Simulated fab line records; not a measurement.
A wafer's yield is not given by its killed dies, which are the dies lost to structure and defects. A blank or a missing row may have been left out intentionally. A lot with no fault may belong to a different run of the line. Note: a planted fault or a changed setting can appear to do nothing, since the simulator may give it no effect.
fab line records	flow sky130
record lots=6	wafers=18	last-day=50
route steps=708 shown VIA1@478 METAL2@483 PAD_OPEN@708
lots with no fault: from the same line, run without faults
start-h: the number of hours between the record's first day and the start of the first shown wafer of the lot	wait-h: hours elapsed since this lot's preceding step	" the same as in the row above	L1.1+2: a row that stands for several wafers	- no value present, or no start provided	* or withheld: withheld	< > ~ a bound
route shown NAME@n: names a module that has steps shown in the file, with the first one's number in the route	usual: mean/standard deviation of fault-free wafers	same: alike in all rows	chamber/n: place in a boat	sites: each site's reading	_std_site: how widely they spread, as a standard deviation	_edge_site: outer sites' mean less inner sites'	radius-mm: how far each site lies from the wafer's centre	mask NAME#n: copy n	behind: tool/chamber where the wafer was last shaped	hold: why the lot was held/for how many hours/how that ended	device: names the non-switching transistor (n, p or np)	end of line: the route-end tests of the same wafers	a step without rows: its recipe alone	killed: at the first sort, the dies lost to defects and structure; wafer yield is something else	map: shows each die of a wafer: x if killed, . if not, _ if none is there
set.NAME: the setting as run; set.NAME@STEP: as run at that earlier step	model.NAME: the simulator's own value behind a step, which no gauge read
a table for each step, a row for each wafer; lots at some steps of the route
services: when a tool's chamber went out of use (start-h, in hours from the record's first day, below 0 if earlier), for how many hours, and the reason
## steps
# step SKY_VIA1_SPUTTER_20
# recipe material=TiN	target-thk-nm=20	chamber-pressure-pa=5	power-w=4000	time-s=80
# step SKY_VIA1_CVD_21
# recipe material=W	target-thk-nm=270	time-s=80.902	temp-c=400	pressure-torr=40
# usual heater-power-w=850/51	susceptor-temp-C=399.95/0.23
lot.wafer	tool	chamber	start-h	wait-h	heater-power-w	susceptor-temp-C
L418.2	cvd-w-02	1	786.61	0.0	839	399.64
L418.4	"	0	"	"	853	399.81
L418.5	"	0	"	"	887	399.72
L420.1	cvd-w-02	1	802.49	0.0	852	399.97
L420.3	"	0	"	"	902	399.86
L420.6	"	0	"	"	889	400.11
L421.2	cvd-w-01	1	806.33	0.0	918	400.11
L421.3	"	1	"	"	909	399.92
L421.6	"	0	"	"	784	400.42
L422.3	cvd-w-02	0	814.39	0.1	891	400.46
L422.4	"	1	"	"	851	400.05
L422.6	"	0	"	"	886	400.34
L439.2	cvd-w-02	0	953.15	0.0	908	400.07
L439.4	"	1	"	"	846	400.18
L439.5	"	1	"	"	862	399.89
L440.2	cvd-w-01	1	953.55	0.0	876	399.92
L440.4	"	1	"	"	862	399.98
L440.6	"	0	"	"	756	399.79
# step SKY_VIA1_RS_MEAS_22
# recipe thk-meas-gauge=four-point-probe	reads=W_of_VIA1_CVD_21+TiN_of_VIA1_SPUTTER_20
# usual VIA1_W_RS=0.425/0.0045
lot.wafer	tool	chamber	start-h	wait-h	VIA1_W_RS[ohm/sq]
L418.2	film-metro-03	-	786.73	0.1	0.415
L418.4	"	-	"	"	0.421
L418.5	"	-	"	"	0.423
L420.1	film-metro-03	-	802.58	0.1	0.422
L420.3	"	-	"	"	0.423
L420.6	"	-	"	"	0.421
L421.2	film-metro-04	-	806.45	0.1	0.422
L421.3	"	-	"	"	0.418
L421.6	"	-	"	"	0.432
L422.3	film-metro-02	-	814.49	0.1	0.432
L422.4	"	-	"	"	0.430
L422.6	"	-	"	"	0.428
L439.2	film-metro-03	-	953.26	0.1	0.424
L439.4	"	-	"	"	0.415
L439.5	"	-	"	"	0.416
L440.2	film-metro-03	-	953.66	0.1	0.429
L440.4	"	-	"	"	0.423
L440.6	"	-	"	"	0.422
# step SKY_VIA1_THK_MEAS_23
# recipe thk-meas-gauge=xrf	reads=W_of_VIA1_CVD_21
# usual VIA1_W_THK=278/3.2
lot.wafer	tool	chamber	start-h	wait-h	VIA1_W_THK[nm]
L418.2	film-metro-03	-	786.84	0.1	282
L418.4	"	-	"	"	278
L418.5	"	-	"	"	276
L420.1	film-metro-03	-	802.70	0.1	279
L420.3	"	-	"	"	276
L420.6	"	-	"	"	278
L421.2	film-metro-04	-	806.56	0.1	280
L421.3	"	-	"	"	283
L421.6	"	-	"	"	275
L422.3	film-metro-02	-	814.59	0.1	278
L422.4	"	-	"	"	277
L422.6	"	-	"	"	278
L439.2	film-metro-03	-	953.37	0.1	274
L439.4	"	-	"	"	278
L439.5	"	-	"	"	279
L440.2	film-metro-03	-	953.77	0.1	269
L440.4	"	-	"	"	274
L440.6	"	-	"	"	275
# step SKY_VIA1_CMP_24
# recipe stop-on=SiO2	t-overpolish-s=15	down-force-psi=3.5	platen-rpm=60	target-thk-nm=0	pad-velocity-m-s=0.94248
# step SKY_METAL2_SPUTTER_00
# recipe material=Ti	target-thk-nm=15	power-w=3000	time-s=10	chamber-pressure-pa=0.4
# usual throttle-valve-pct=29.6/0.78
lot.wafer	tool	chamber	start-h	wait-h	throttle-valve-pct
L418.2	pvd-sputter-01	-	787.19	0.2	28.9
L418.4	"	-	"	"	30.7
L418.5	"	-	"	"	29.5
L420.1	pvd-sputter-04	-	803.06	0.1	28.2
L420.3	"	-	"	"	29.8
L420.6	"	-	"	"	29.9
L421.2	pvd-sputter-01	-	806.91	0.2	30.8
L421.3	"	-	"	"	29.1
L421.6	"	-	"	"	28.6
L422.3	pvd-sputter-03	-	814.93	0.1	28.9
L422.4	"	-	"	"	29.6
L422.6	"	-	"	"	29.8
L439.2	pvd-sputter-03	-	954.93	0.1	29.9
L439.4	"	-	"	"	29.1
L439.5	"	-	"	"	30.3
L440.2	pvd-sputter-01	-	955.23	0.1	30.7
L440.4	"	-	"	"	28.9
L440.6	"	-	"	"	30.5
# step SKY_METAL2_SPUTTER_01
# recipe material=TiN	target-thk-nm=20	power-w=6500	time-s=16.7	chamber-pressure-pa=0.4
# usual throttle-valve-pct=29.6/0.77
lot.wafer	tool	chamber	start-h	wait-h	throttle-valve-pct
L418.2	pvd-sputter-01	-	787.21	0.0	29.0
L418.4	"	-	"	"	30.8
L418.5	"	-	"	"	29.6
L420.1	pvd-sputter-04	-	803.09	0.0	28.3
L420.3	"	-	"	"	29.9
L420.6	"	-	"	"	30.1
L421.2	pvd-sputter-01	-	806.93	0.0	30.8
L421.3	"	-	"	"	28.8
L421.6	"	-	"	"	28.8
L422.3	pvd-sputter-03	-	814.95	0.0	29.0
L422.4	"	-	"	"	29.6
L422.6	"	-	"	"	30.0
L439.2	pvd-sputter-03	-	954.96	0.0	30.3
L439.4	"	-	"	"	28.8
L439.5	"	-	"	"	30.3
L440.2	pvd-sputter-01	-	955.26	0.0	30.9
L440.4	"	-	"	"	29.0
L440.6	"	-	"	"	30.8
# step SKY_METAL2_SPUTTER_02
# recipe material=AlCu	target-thk-nm=250	power-w=10600	time-s=13.3	chamber-pressure-pa=0.4
# step SKY_METAL2_SPUTTER_03
# recipe material=Ti	target-thk-nm=5	power-w=3000	time-s=3.3	chamber-pressure-pa=0.4
# usual throttle-valve-pct=29.6/0.77
lot.wafer	tool	chamber	start-h	wait-h	throttle-valve-pct
L418.2	pvd-sputter-01	-	787.26	0.0	29.0
L418.4	"	-	"	"	30.7
L418.5	"	-	"	"	29.3
L420.1	pvd-sputter-04	-	803.14	0.0	28.3
L420.3	"	-	"	"	29.7
L420.6	"	-	"	"	29.9
L421.2	pvd-sputter-01	-	806.99	0.0	31.0
L421.3	"	-	"	"	29.0
L421.6	"	-	"	"	28.7
L422.3	pvd-sputter-03	-	815.00	0.0	28.7
L422.4	"	-	"	"	29.3
L422.6	"	-	"	"	30.1
L439.2	pvd-sputter-03	-	955.01	0.0	30.1
L439.4	"	-	"	"	28.8
L439.5	"	-	"	"	30.2
L440.2	pvd-sputter-01	-	955.31	0.0	30.7
L440.4	"	-	"	"	29.1
L440.6	"	-	"	"	30.6
# step SKY_METAL2_SPUTTER_04
# recipe material=TiN	target-thk-nm=70	power-w=6500	time-s=58.3	chamber-pressure-pa=0.4
# usual throttle-valve-pct=29.6/0.77
lot.wafer	tool	chamber	start-h	wait-h	throttle-valve-pct
L418.2	pvd-sputter-01	-	787.28	0.0	29.1
L418.4	"	-	"	"	30.9
L418.5	"	-	"	"	29.3
L420.1	pvd-sputter-04	-	803.16	0.0	28.4
L420.3	"	-	"	"	30.1
L420.6	"	-	"	"	29.9
L421.2	pvd-sputter-01	-	807.01	0.0	30.5
L421.3	"	-	"	"	29.2
L421.6	"	-	"	"	28.7
L422.3	pvd-sputter-03	-	815.02	0.0	28.8
L422.4	"	-	"	"	29.5
L422.6	"	-	"	"	29.9
L439.2	pvd-sputter-03	-	955.02	0.0	30.0
L439.4	"	-	"	"	29.1
L439.5	"	-	"	"	30.1
L440.2	pvd-sputter-01	-	955.32	0.0	30.6
L440.4	"	-	"	"	29.0
L440.6	"	-	"	"	30.6
# step SKY_METAL2_RS_MEAS_05
# recipe thk-meas-gauge=four-point-probe	reads=TiN_of_METAL2_SPUTTER_04+Ti_of_METAL2_SPUTTER_03+AlCu_of_METAL2_SPUTTER_02+TiN_of_METAL2_SPUTTER_01+Ti_of_METAL2_SPUTTER_00
# usual METAL2_ALCU_RS=0.1263/0.0015
lot.wafer	tool	chamber	start-h	wait-h	METAL2_ALCU_RS[ohm/sq]
L418.2	film-metro-01	-	787.34	0.0	0.1278
L418.4	"	-	"	"	0.1291
L418.5	"	-	"	"	0.1269
L420.1	film-metro-01	-	803.20	0.0	0.1276
L420.3	"	-	"	"	0.1302
L420.6	"	-	"	"	0.1292
L421.2	film-metro-04	-	807.08	0.0	0.1280
L421.3	"	-	"	"	0.1255
L421.6	"	-	"	"	0.1260
L422.3	film-metro-04	-	815.11	0.1	0.1288
L422.4	"	-	"	"	0.1270
L422.6	"	-	"	"	0.1278
L439.2	film-metro-01	-	955.09	0.0	0.1240
L439.4	"	-	"	"	0.1276
L439.5	"	-	"	"	0.1243
L440.2	film-metro-01	-	955.39	0.0	0.1273
L440.4	"	-	"	"	0.1266
L440.6	"	-	"	"	0.1264
# step SKY_METAL2_THK_MEAS_06
# recipe thk-meas-gauge=xrf	reads=AlCu_of_METAL2_SPUTTER_02
# usual METAL2_ALCU_THK=249.1/3
lot.wafer	tool	chamber	start-h	wait-h	METAL2_ALCU_THK[nm]
L418.2	film-metro-01	-	787.45	0.1	248.4
L418.4	"	-	"	"	246.8
L418.5	"	-	"	"	248.2
L420.1	film-metro-01	-	803.32	0.1	246.5
L420.3	"	-	"	"	241.7
L420.6	"	-	"	"	245.3
L421.2	film-metro-04	-	807.19	0.1	246.4
L421.3	"	-	"	"	250.5
L421.6	"	-	"	"	252.8
L422.3	film-metro-04	-	815.21	0.1	245.0
L422.4	"	-	"	"	248.8
L422.6	"	-	"	"	246.1
L439.2	film-metro-01	-	955.20	0.1	253.3
L439.4	"	-	"	"	245.7
L439.5	"	-	"	"	252.2
L440.2	film-metro-01	-	955.50	0.1	247.0
L440.4	"	-	"	"	247.2
L440.6	"	-	"	"	246.6
# step SKY_METAL2_DEHYDRATE_07
# recipe temp-c=200	time-s=60
# usual chill-plate-temp-C=22.98/0.11	exhaust-pa=45.1/0.89	heater-power-total-W=160.38/0.13	run-length-s=89.22/0.14
lot.wafer	tool	chamber	start-h	wait-h	chill-plate-temp-C	exhaust-pa	heater-power-total-W	run-length-s
L418.2	litho-track-03	0	799.37	11.9	23.00	44.1	160.22	89.13
L418.4	"	0	"	"	23.10	45.5	160.11	89.21
L418.5	"	0	"	"	23.01	47.0	160.24	89.04
L420.1	litho-track-03	0	815.55	12.2	23.16	46.0	160.37	89.07
L420.3	"	0	"	"	23.14	45.7	160.22	89.03
L420.6	"	0	"	"	23.24	44.9	160.52	88.98
L421.2	litho-track-03	0	819.12	11.9	23.01	42.7	163.59	85.37
L421.3	"	0	"	"	22.84	44.7	163.90	85.28
L421.6	"	0	"	"	22.78	45.5	163.98	85.50
L422.3	litho-track-03	0	827.75	12.5	23.03	45.8	163.84	85.23
L422.4	"	0	"	"	22.93	44.4	163.99	85.29
L422.6	"	0	"	"	22.91	43.7	163.78	85.44
L439.2	litho-track-01	0	965.73	10.5	22.96	45.1	160.48	89.26
L439.4	"	0	"	"	23.07	44.1	160.25	89.59
L439.5	"	0	"	"	23.01	44.3	160.51	89.23
L440.2	litho-track-02	0	966.00	10.5	22.97	45.0	160.34	89.19
L440.4	"	0	"	"	22.90	43.5	160.45	89.25
L440.6	"	0	"	"	22.96	46.3	160.15	89.18
# step SKY_METAL2_HMDS_08
# recipe prime-time-s=60	prime-temp-c=120
# step SKY_PAD_OPEN_PROBE_99
# usual defect-limited-yield=82.4/1.8	killed_at_M0_to_M3=43/7.8	killed_at_M4_up=3.2/1.7	killed-at-contacts=24/5.2	killed-at-front-end=15/4.5	killed-at-other=0.4/0.65	killed-dies=87/9.1	killed-open=47/7.3	killed-short=40/6.5	sort_bin_3_pad_short=0.9/0.46	sort_bin_5_function=10.4/1.5	sort_bin_6_memory=6.3/1	sort-n-pass=405/9.1	sort-yield-pct=82.4/1.8
# same gross-dies=492	killed-at-back-side=0	sort_bin_4_leakage[%]=0	sort_bin_8_speed[%]=0
lot.wafer	tool	chamber	start-h	wait-h	defect-limited-yield[%]	killed_at_M0_to_M3	killed_at_M4_up	killed-at-contacts	killed-at-front-end	killed-at-other	killed-dies	killed-open	killed-short	sort_bin_3_pad_short[%]	sort_bin_5_function[%]	sort_bin_6_memory[%]	sort-n-pass	sort-yield-pct[%]
L418.2	prober-01	-	1068.52	0.1	82.9	42	1	25	15	1	84	49	35	0.6	10.2	6.3	408	82.9
L418.4	prober-01	-	1068.62	0.2	82.1	45	1	34	8	0	88	54	34	1.2	10.0	6.7	404	82.1
L418.5	prober-01	-	1068.67	0.2	81.9	43	4	21	21	0	89	46	43	1.8	10.0	6.3	403	81.9
L420.1	prober-01	-	1082.38	0.1	80.7	48	3	28	16	0	95	56	38	1.0	11.0	7.3	397	80.7
L420.3	prober-01	-	1082.48	0.2	80.7	40	3	29	22	1	95	57	37	0.8	11.8	6.7	397	80.7
L420.6	prober-01	-	1082.63	0.2	85.6	38	4	20	9	0	71	36	34	0.6	7.9	5.9	421	85.6
L422.3	prober-01	-	1091.08	0.2	83.3	46	1	24	11	0	82	43	39	0.8	8.9	6.9	410	83.3
L422.4	prober-01	-	1091.13	0.2	83.3	45	1	21	15	0	82	44	38	0.8	9.1	6.7	410	83.3
L422.6	prober-01	-	1091.23	0.2	82.9	36	3	21	24	0	84	57	27	0.4	10.6	6.1	408	82.9
L439.2	prober-02	-	1192.89	0.1	82.1	49	2	26	9	2	88	38	49	1.8	10.6	5.5	404	82.1
L439.4	prober-02	-	1192.99	0.2	84.8	30	3	27	13	2	75	37	38	1.4	8.5	5.3	417	84.8
L439.5	prober-02	-	1193.04	0.2	83.9	35	2	25	16	1	79	38	41	1.0	9.8	5.3	413	83.9
L440.2	prober-01	-	1194.21	0.1	81.9	51	1	21	16	0	89	58	31	0.8	10.8	6.5	403	81.9
L440.4	prober-01	-	1194.31	0.2	80.5	54	3	22	17	0	96	57	39	1.0	12.2	6.3	396	80.5
L440.6	prober-01	-	1194.41	0.2	79.3	53	5	30	14	0	102	49	53	1.4	11.4	7.9	390	79.3
# killed by level:class
L418.2 VIA1:geometric-particle:open=12 LI_CONTACT:geometric-particle:open=11 CONTACT:geometric-particle:open=8 VIA1:geometric-particle:short=6 VIA3:geometric-particle:open=5 VIA2:geometric-particle:open=5 METAL2:geometric-particle:short=5 FIELD_ISO:geometric-particle:open=4
L418.4 CONTACT:geometric-particle:open=13 VIA1:geometric-particle:open=12 CONTACT:geometric-particle:short=9 LI_CONTACT:geometric-particle:open=8 METAL2:geometric-particle:short=6 VIA2:geometric-particle:open=6 VIA2:geometric-particle:short=5 VIA3:geometric-particle:open=4
L418.5 VIA1:geometric-particle:open=15 CONTACT:geometric-particle:open=7 METAL2:geometric-particle:short=7 POLY_GATE:geometric-particle:open=5 LOCAL_INTERCONNECT:geometric-particle:short=5 VIA3:geometric-particle:open=5 CONTACT:geometric-particle:short=5 VIA2:geometric-particle:open=5
L420.1 VIA1:geometric-particle:open=15 CONTACT:geometric-particle:open=11 FIELD_ISO:geometric-particle:open=8 CONTACT:geometric-particle:short=8 VIA3:geometric-particle:open=7 LI_CONTACT:geometric-particle:open=6 VIA1:geometric-particle:short=6 VIA2:geometric-particle:open=6
L420.3 CONTACT:geometric-particle:open=16 VIA1:geometric-particle:open=14 FIELD_ISO:geometric-particle:open=6 VIA2:geometric-particle:open=6 CONTACT:geometric-particle:short=5 FIELD_ISO:geometric-particle:short=4 POLY_GATE:geometric-particle:short=4 LOCAL_INTERCONNECT:geometric-particle:short=4
L420.6 VIA3:geometric-particle:open=9 CONTACT:geometric-particle:short=6 CONTACT:geometric-particle:open=5 METAL1:geometric-particle:short=5 VIA1:geometric-particle:open=5 METAL3:geometric-particle:short=5 LI_CONTACT:geometric-particle:open=4 VIA1:geometric-particle:short=4
L422.3 METAL2:geometric-particle:short=10 VIA1:geometric-particle:open=9 VIA2:geometric-particle:open=9 LI_CONTACT:geometric-particle:open=8 CONTACT:geometric-particle:open=8 LOCAL_INTERCONNECT:geometric-particle:short=5 VIA3:geometric-particle:short=4 METAL1:geometric-particle:short=3
L422.4 VIA1:geometric-particle:open=14 VIA1:geometric-particle:short=9 FIELD_ISO:geometric-particle:open=6 LI_CONTACT:geometric-particle:open=6 METAL1:geometric-particle:short=6 METAL2:geometric-particle:short=5 CONTACT:geometric-particle:open=5 CONTACT:geometric-particle:short=4
L422.6 VIA1:geometric-particle:open=12 POLY_GATE:geometric-particle:open=8 VIA2:geometric-particle:open=8 FIELD_ISO:geometric-particle:open=7 LI_CONTACT:geometric-particle:open=7 CONTACT:geometric-particle:open=6 FIELD_ISO:geometric-particle:short=4 LI_CONTACT:geometric-particle:short=3
L439.2 VIA1:geometric-particle:open=9 CONTACT:geometric-particle:open=8 METAL1:geometric-particle:short=7 METAL3:geometric-particle:short=7 LOCAL_INTERCONNECT:geometric-particle:short=6 VIA1:geometric-particle:short=6 LI_CONTACT:geometric-particle:open=5 CONTACT:geometric-particle:short=5
L439.4 VIA1:geometric-particle:open=9 CONTACT:geometric-particle:open=9 VIA3:geometric-particle:open=7 LI_CONTACT:geometric-particle:open=7 LOCAL_INTERCONNECT:geometric-particle:short=6 FIELD_ISO:geometric-particle:short=4 POLY_GATE:geometric-particle:short=4 METAL1:geometric-particle:short=4
L439.5 CONTACT:geometric-particle:short=9 LI_CONTACT:geometric-particle:open=8 VIA1:geometric-particle:open=6 POLY_GATE:geometric-particle:open=5 VIA3:geometric-particle:open=5 FIELD_ISO:geometric-particle:short=4 POLY_GATE:geometric-particle:short=4 CONTACT:geometric-particle:open=4
L440.2 METAL1:geometric-particle:short=10 VIA1:geometric-particle:open=9 VIA3:geometric-particle:open=9 VIA2:geometric-particle:open=8 CONTACT:geometric-particle:open=8 POLY_GATE:geometric-particle:open=5 LI_CONTACT:geometric-particle:open=5 LOCAL_INTERCONNECT:geometric-particle:short=4
L440.4 VIA1:geometric-particle:open=12 VIA3:geometric-particle:open=9 LOCAL_INTERCONNECT:geometric-particle:short=8 VIA2:geometric-particle:open=8 METAL1:geometric-particle:short=7 LI_CONTACT:geometric-particle:open=6 METAL1:geometric-particle:open=5 VIA1:geometric-particle:short=5
L440.6 CONTACT:geometric-particle:open=11 VIA1:geometric-particle:open=10 CONTACT:geometric-particle:short=9 VIA3:geometric-particle:short=8 METAL1:geometric-particle:short=7 VIA3:geometric-particle:open=7 FIELD_ISO:geometric-particle:short=5 METAL2:geometric-particle:short=5
## services
tool	chamber	start-h	hours	kind
cvd-w-01	0	769.08	3.1	repair
cvd-w-01	1	788.79	10.5	repair
pvd-sputter-04	-	789.37	1.3	repair
cvd-w-02	-	800.95	1.3	repair
pvd-sputter-03	-	841.88	4.9	repair
pvd-sputter-01	-	867.85	1.5	repair
pvd-sputter-01	-	883.75	1.2	repair
cvd-w-01	-	898.18	6.0	pm
cvd-w-01	-	904.18	14.0	pm
cvd-w-01	0	904.18	14.0	vent-cycle
cvd-w-01	1	904.18	14.0	vent-cycle
pvd-sputter-04	-	907.88	53.0	repair
cvd-w-01	0	918.18	-	clean
cvd-w-01	1	918.18	-	clean
cvd-w-01	-	937.25	0.7	repair
## key
first-sign step=SKY_METAL2_DEHYDRATE_07	reading=run-length-s	direction=down	sigmas=28	usual=*	struck=*
effect step=SKY_METAL2_DEHYDRATE_07	reading=heater-power-total-W	direction=up	sigmas=28	usual=*	struck=*
met-at SKY_METAL2_DEHYDRATE_07
struck-wafers L421.2,L421.3,L421.6,L422.3,L422.4,L422.6
onset-between 815.55 819.12
fault kind=process-parameter-drift	tool=litho-track-03	chamber=-	onset-h=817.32	steps=SKY_METAL2_DEHYDRATE_07	channel=time-s	offset=*	shape=step	end-h=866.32	acts-in=*	stated=*
